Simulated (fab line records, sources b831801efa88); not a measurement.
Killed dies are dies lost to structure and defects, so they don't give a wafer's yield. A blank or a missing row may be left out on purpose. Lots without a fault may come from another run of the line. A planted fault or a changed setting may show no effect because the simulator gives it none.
One fault seen from 2 desks | flow gf180mcu | each desk has only its own numbers; what lay behind them comes last

THE METROLOGY DESK
What the gauges read, lot by lot, whatever tool the lot ran on: means of the sampled wafers that have a number. A lot is out of limits, marked OUT, if its mean lies more than 4 standard deviations from the usual mean; the brackets give that distance.
Columns: A = SAB_CVD_00_THK at GF_SAB_THK_MEAS_01, usual 49.7 nm; B = cd_nm at GF_SAB_CD_MEAS_09, usual 420.3 nm; C = SAB_OVL at GF_SAB_OVL_MEAS_10, usual -0.2 nm
lot  | first seen here | A    | B     | C
L121 | day 15 09:28    | 49.5 | 420.8 | -0.1
L125 | day 17 06:57    | 49.2 | 419.6 | 1.7
L126 | day 17 12:31    | 49.2 | 419.8 | 0.6
L132 | day 19 17:52    | 50.0 | 418.6 | 0.1
L133 | day 19 22:28    | 49.7 | 420.9 | 0.3
L136 | day 21 00:22    | 49.2 | 421.9 | 1.2
This desk's finding: nothing out of limits on any of the 6 lots.

THE TOOL OWNER'S DESK: wet_bench-03
The tool's own readings at GF_SAB_WET_ETCH_12 (etches SiO2 in dHF, target depth 22 nm, time 440 s): means of the sampled wafers that have a number, for each lot that ran on this tool. A lot is out of limits, marked OUT, if its mean lies more than 4 standard deviations from the usual mean; the brackets give that distance.
Columns: A = bath_heat_duty_pct at GF_SAB_WET_ETCH_12, usual 6.5 %; B = temp_c at GF_SAB_WET_ETCH_12, usual 25.01 C
lot  | first seen here | A              | B
L132 | day 20 17:35    | 5.9            | 24.96
L133 | day 20 22:08    | 0.0 (-8.8) OUT | 18.16 (-75) OUT
L136 | day 22 00:11    | 0.0 (-8.8) OUT | 18.23 (-75) OUT
This desk's finding: out of limits on L133, L136; first on L133, day 20 22:08 (bath_heat_duty_pct at GF_SAB_WET_ETCH_12). In limits: L132.

PUT TOGETHER
The tool owner's desk could have raised an alarm at day 20 22:08, on L133, L136.
The metrology desk saw nothing out of limits.
The metrology desk has L133, L136 on record, within its limits.
Of the lots named, all ran GF_SAB_WET_ETCH_12 on wet_bench-03.

WHAT THE SIMULATOR HAD PUT IN
Process parameter drift: wet_bench-03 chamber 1, from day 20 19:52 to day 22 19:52, at GF_SAB_WET_ETCH_12. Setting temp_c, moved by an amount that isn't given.
Lots struck among those shown: L133, L136.
Hours from the fault's start to each desk's first reading out of limits: the tool owner's desk, 2.
